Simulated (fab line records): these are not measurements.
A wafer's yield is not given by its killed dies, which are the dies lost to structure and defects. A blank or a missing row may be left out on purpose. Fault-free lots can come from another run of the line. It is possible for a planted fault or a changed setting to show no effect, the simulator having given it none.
Which tool was responsible? :: flow sky130 :: 13 lots with 39 wafers sampled at 3 steps, on a route of 708 steps

== WHAT EACH GAUGE READ, for each wafer ==
SKY_VT_ADJUST_HVTP_OVL_MEAS_08.
lot: L763
measured: day 5 21:29
on: overlay-01
VT_ADJUST_HVTP_OVL (nm): -2.9 -2.0 -1.4

lot: L765
measured: day 6 14:29
on: overlay-01
VT_ADJUST_HVTP_OVL (nm): -1.2 -1.3 -2.5

lot: L766
measured: day 6 21:48
on: overlay-02
VT_ADJUST_HVTP_OVL (nm): -1.4 -0.4 -0.8

lot: L767
measured: day 7 02:55
on: overlay-01
VT_ADJUST_HVTP_OVL (nm): 1.4 0.3 -0.9

lot: L768
measured: day 7 10:23
on: overlay-02
VT_ADJUST_HVTP_OVL (nm): -2.6 -2.5 -3.6

lot: L770
measured: day 8 03:56
on: overlay-01
VT_ADJUST_HVTP_OVL (nm): -0.8 -0.3 -1.1

lot: L771
measured: day 8 04:40
on: overlay-02
VT_ADJUST_HVTP_OVL (nm): -1.6 -0.6 -0.9

lot: L773
measured: day 8 17:04
on: overlay-02
VT_ADJUST_HVTP_OVL (nm): -2.5 -0.4 -1.1

lot: L775
measured: day 9 09:05
on: overlay-02
VT_ADJUST_HVTP_OVL (nm): -3.0 -2.4 0.0

lot: L776
measured: day 9 18:22
on: overlay-01
VT_ADJUST_HVTP_OVL (nm): -1.7 -3.1 -2.4

lot: L777
measured: day 9 21:00
on: overlay-02
VT_ADJUST_HVTP_OVL (nm): -4.2 -2.3 -0.9

lot: L778
measured: day 10 01:45
on: overlay-02
VT_ADJUST_HVTP_OVL (nm): -2.4 -2.9 -0.3

lot: L780
measured: day 10 16:30
on: overlay-02
VT_ADJUST_HVTP_OVL (nm): -1.7 -0.5 -0.8

SKY_VT_ADJUST_PCH_OVL_MEAS_07.
lot: L763
measured: day 10 06:10
on: overlay-01
VT_ADJUST_PCH_OVL (nm): -1.5 -1.1 -0.5

lot: L765
measured: day 11 03:19
on: overlay-01
VT_ADJUST_PCH_OVL (nm): -0.1 -0.5 -1.7

lot: L766
measured: day 11 11:02
on: overlay-02
VT_ADJUST_PCH_OVL (nm): -0.9 -2.4 -1.1

lot: L767
measured: day 11 17:37
on: overlay-02
VT_ADJUST_PCH_OVL (nm): 3.8 0.6 0.8

lot: L768
measured: day 12 02:50
on: overlay-02
VT_ADJUST_PCH_OVL (nm): -0.9 -0.5 0.9

lot: L770
measured: day 12 21:32
on: overlay-02
VT_ADJUST_PCH_OVL (nm): -3.5 0.7 -1.8

lot: L771
measured: day 12 21:44
on: overlay-01
VT_ADJUST_PCH_OVL (nm): 0.3 0.1 -1.8

lot: L773
measured: day 13 13:19
on: overlay-01
VT_ADJUST_PCH_OVL (nm): 1.0 2.2 2.5

lot: L775
measured: day 14 07:44
on: overlay-02
VT_ADJUST_PCH_OVL (nm): -2.9 -2.2 0.5

lot: L776
measured: day 14 18:05
on: overlay-01
VT_ADJUST_PCH_OVL (nm): 0.8 -1.5 1.1

lot: L777
measured: day 14 21:06
on: overlay-01
VT_ADJUST_PCH_OVL (nm): 2.3 0.5 4.1

lot: L778
measured: day 15 03:32
on: overlay-01
VT_ADJUST_PCH_OVL (nm): 0.9 1.8 0.7

lot: L780
measured: day 15 21:13
on: overlay-02
VT_ADJUST_PCH_OVL (nm): 0.3 -2.5 -0.5

== EACH LOT AND THE TOOL THAT RAN IT (in order: tool; ch and the chambers of the sampled wafers; start) ==
lot: L763
SKY_PWDE_EXPOSE_04: ilineStepper-02 ch 0, day 3 10:40

lot: L765
SKY_PWDE_EXPOSE_04: ilineStepper-01 ch 0, day 3 23:46

lot: L766
SKY_PWDE_EXPOSE_04: ilineStepper-01 ch 0, day 4 06:17

lot: L767
SKY_PWDE_EXPOSE_04: ilineStepper-01 ch 0, day 4 10:29

lot: L768
SKY_PWDE_EXPOSE_04: ilineStepper-02 ch 0, day 4 16:03

lot: L770
SKY_PWDE_EXPOSE_04: ilineStepper-02 ch 0, day 5 08:05

lot: L771
SKY_PWDE_EXPOSE_04: ilineStepper-02 ch 0, day 5 08:12

lot: L773
SKY_PWDE_EXPOSE_04: ilineStepper-01 ch 0, day 5 18:44

lot: L775
SKY_PWDE_EXPOSE_04: ilineStepper-02 ch 0, day 6 07:49

lot: L776
SKY_PWDE_EXPOSE_04: ilineStepper-01 ch 0, day 6 16:18

lot: L777
SKY_PWDE_EXPOSE_04: ilineStepper-02 ch 0, day 6 18:30

lot: L778
SKY_PWDE_EXPOSE_04: ilineStepper-02 ch 0, day 6 23:13

lot: L780
SKY_PWDE_EXPOSE_04: ilineStepper-02 ch 0, day 7 10:38
- SKY_PWDE_EXPOSE_04: exposes mask PWDEM, target cd 840 nm.

== AS READ BY THE TOOLS THEMSELVES (means over the sampled wafers that have a number; for cases with no such wafer, the mark the record gives instead) ==
The record holds no such reading with a usual standard deviation.

== THE ANSWER, worked out from the rows above alone ==
Rule: what is usual is taken from the lots themselves. Put in order of their means at a reading, lots are off if they are a third of the lots or fewer, leave a main group of 4 or more, and stand apart from it by a gap of 3 or more times the standard deviation of the main group's means; of several such gaps the widest counts. If all means in a main group match to the digits the tables above print for the reading, that group is not used. Also off: a lot with no number at a reading for which 4 or more lots have one. All remaining lots with rows at the step are treated as sound. The gauges are gone through in route order, then the tools' own readings, and for those a lot's mean is taken as printed above. At the first step where some lot is off, the reading lying furthest off is the one used; lots without a number count as furthest.
Nothing can be told from this: no lot is off at any reading shown.

== WHAT THE SIMULATOR HAD PUT IN ==
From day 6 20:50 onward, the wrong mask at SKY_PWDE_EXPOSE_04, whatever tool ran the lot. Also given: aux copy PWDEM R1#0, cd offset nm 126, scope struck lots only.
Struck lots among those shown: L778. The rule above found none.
